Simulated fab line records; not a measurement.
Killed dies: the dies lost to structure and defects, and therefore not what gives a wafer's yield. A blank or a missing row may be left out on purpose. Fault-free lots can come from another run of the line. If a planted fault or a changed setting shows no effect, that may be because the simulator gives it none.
The same fault as seen by 2 desks + flow gf180mcu + each desk has only its own numbers; what lay behind them comes last

== AT THE METROLOGY DESK ==
Means of the sampled wafers that have a number, per lot and without regard to the tool the lot ran on: this is what the gauges read. Marked OUT: a lot whose mean sits more than 4 standard deviations from the usual mean, which makes it out of limits; the brackets give that distance.
Columns: A = VT_IMPLANT_4_TW at GF_VT_IMPLANT_TW_MEAS_43, usual 688; B = cd-nm at GF_M3_CD_MEAS_14, usual 280.5 nm; C = cd-nm at GF_V3_CD_MEAS_14, usual 260.1 nm
| lot  | first seen here | A              | B     | C     |
|------|-----------------|----------------|-------|-------|
| L523 | day 8 07:34     | 686            | 278.9 | 260.0 |
| L524 | day 8 17:26     | 692            | 281.9 | 259.3 |
| L528 | day 9 19:03     | 686            | 281.0 | 259.8 |
| L529 | day 10 03:28    | 687            | 279.7 | 259.5 |
| L530 | day 10 10:25    | 687            | 279.6 | 261.3 |
| L532 | day 11 01:23    | 694            | 279.6 | 260.9 |
| L533 | day 11 09:47    | 691            | 280.5 | 260.8 |
| L534 | day 11 14:44    | 692            | 281.2 | 261.3 |
| L535 | day 11 20:31    | 691            | 280.3 | 261.5 |
| L536 | day 12 03:26    | 707            | 280.1 | 261.1 |
| L537 | day 12 14:31    | 716 (+5.8) OUT | 282.2 | 258.7 |
| L544 | day 14 09:11    | 685            | 280.5 | 261.9 |
| L545 | day 14 15:56    | 693            | 280.2 | 260.7 |
| L546 | day 14 21:55    | 693            | 280.8 | 260.0 |
This desk reports L537 out of limits; the earliest was L537 at day 12 14:31 (VT_IMPLANT_4_TW at GF_VT_IMPLANT_TW_MEAS_43). L523, L524, L528, L529, L530, L532, L533, L534, L535, L536, L544, L545, L546 stayed within limits.

== FOR THE TOOL OWNER'S DESK: implanter-03 ==
The tool's own readings at GF_VT_IMPLANT_IMPLANT_41: means of the sampled wafers that have a number, for each lot that ran on this tool. Marked OUT: a lot whose mean sits more than 4 standard deviations from the usual mean, which makes it out of limits; the brackets give that distance.
Columns: A = beam-on-s at GF_VT_IMPLANT_IMPLANT_41, usual 9.99 s; B = faraday-current-uA at GF_VT_IMPLANT_IMPLANT_41, usual 5.72
| lot  | first seen here | A                | B               |
|------|-----------------|------------------|-----------------|
| L523 | day 8 07:20     | 9.94             | 5.74            |
| L528 | day 9 18:48     | 10.08            | 5.66            |
| L529 | day 10 03:13    | 9.91             | 5.78            |
| L533 | day 11 09:33    | 9.82             | 5.77            |
| L534 | day 11 14:29    | 9.94             | 5.75            |
| L536 | day 12 03:12    | 11.47 (+7.4) OUT | 4.96 (-6.3) OUT |
| L537 | day 12 14:16    | 11.21 (+6.1) OUT | 5.10 (-5.2) OUT |
This desk's finding: out of limits on L536, L537; first on L536, day 12 03:12 (beam-on-s at GF_VT_IMPLANT_IMPLANT_41). L523, L528, L529, L533, L534 stayed within limits.

== TAKEN TOGETHER ==
The tool owner's desk had the chance to raise an alarm at day 12 03:12 on L536, L537.
At day 12 14:31 the metrology desk could have sounded an alarm, on L537.
The metrology desk has L536 on record, within its limits.
Of the lots named, all ran GF_VT_IMPLANT_IMPLANT_41 on implanter-03.

== WHAT HAD BEEN PUT IN BY THE SIMULATOR ==
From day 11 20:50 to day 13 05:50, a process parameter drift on implanter-03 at GF_VT_IMPLANT_IMPLANT_41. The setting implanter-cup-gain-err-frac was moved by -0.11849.
Shown lots that were struck: L536, L537.
Delay (hours) between the fault's onset and each desk's first out-of-limits reading: 6 at the tool owner's desk, 18 at the metrology desk.
